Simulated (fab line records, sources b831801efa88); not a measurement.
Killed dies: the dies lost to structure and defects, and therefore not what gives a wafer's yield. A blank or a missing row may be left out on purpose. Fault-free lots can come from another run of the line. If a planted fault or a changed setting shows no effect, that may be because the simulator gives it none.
A single fault, viewed from 2 desks | flow sky130 | each desk has only its own numbers; what lay behind them comes last

## DESK OF THE TOOL OWNER: implanter-03
The tool's own readings at SKY_SD_P_IMPLANT_09: means of the sampled wafers that have a number, for each lot that ran on this tool. If a lot's mean is further than 4 standard deviations from the usual mean, the lot is out of limits and carries the mark OUT (the distance appears in the brackets).
Columns: A = tilt_deg at SKY_SD_P_IMPLANT_09, usual -0.005 degrees
lot  | first seen here | A
L154 | day 28 16:10    | -0.006
L155 | day 29 09:59    | 0.012
L156 | day 29 12:12    | 6.263 (+99 or more) OUT
L157 | day 29 22:59    | 6.273 (+99 or more) OUT
L166 | day 32 15:13    | -0.012
L167 | day 32 22:38    | -0.007
This desk's verdict: out of limits on L156, L157, starting with L156 at day 29 12:12 (tilt_deg at SKY_SD_P_IMPLANT_09). Within limits: L154, L155, L166, L167.

## METROLOGY DESK
Means of the sampled wafers that have a number, per lot and without regard to the tool the lot ran on: this is what the gauges read. If a lot's mean is further than 4 standard deviations from the usual mean, the lot is out of limits and carries the mark OUT (the distance appears in the brackets).
Columns: A = SD_P_TW at SKY_SD_P_TW_MEAS_11, usual 2845; B = SD_P_RS at SKY_SD_N_RS_MEAS_17, usual 147.1 ohm/sq
lot  | first seen here | A              | B
L147 | day 26 05:41    | 2842           | 147.3
L149 | day 27 03:28    | 2861           | 146.8
L150 | day 27 12:21    | 2852           | 146.6
L153 | day 28 10:04    | 2825           | 147.6
L154 | day 28 16:25    | 2827           | 147.5
L155 | day 29 10:13    | 2867           | 146.5
L156 | day 29 12:26    | 3021 (+11) OUT | 137.9 (-24) OUT
L157 | day 29 23:14    | 3025 (+11) OUT | 138.5 (-22) OUT
L166 | day 32 15:27    | 2858           | 147.1
L167 | day 32 22:52    | 2839           | 147.3
L168 | day 33 06:35    | 2858           | 147.0
Finding of this desk: L156, L157 out of limits, first seen on L156 at day 29 12:26 (SD_P_TW at SKY_SD_P_TW_MEAS_11). Within limits: L147, L149, L150, L153, L154, L155, L166, L167, L168.

## BROUGHT TOGETHER
On L156, L157, at day 29 12:12, an alarm was possible from the tool owner's desk.
On L156, L157, the metrology desk was in a position to raise an alarm at day 29 12:26.
SKY_SD_P_IMPLANT_09 was run on implanter-03 by each of the lots named.

## WHAT WAS PUT IN BY THE SIMULATOR
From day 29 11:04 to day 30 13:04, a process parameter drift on implanter-03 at SKY_SD_P_IMPLANT_09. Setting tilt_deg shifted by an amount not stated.
Lots struck among those shown: L156, L157.
Delay (hours) between the fault's onset and each desk's first out-of-limits reading: 1 at the tool owner's desk, 1 at the metrology desk.
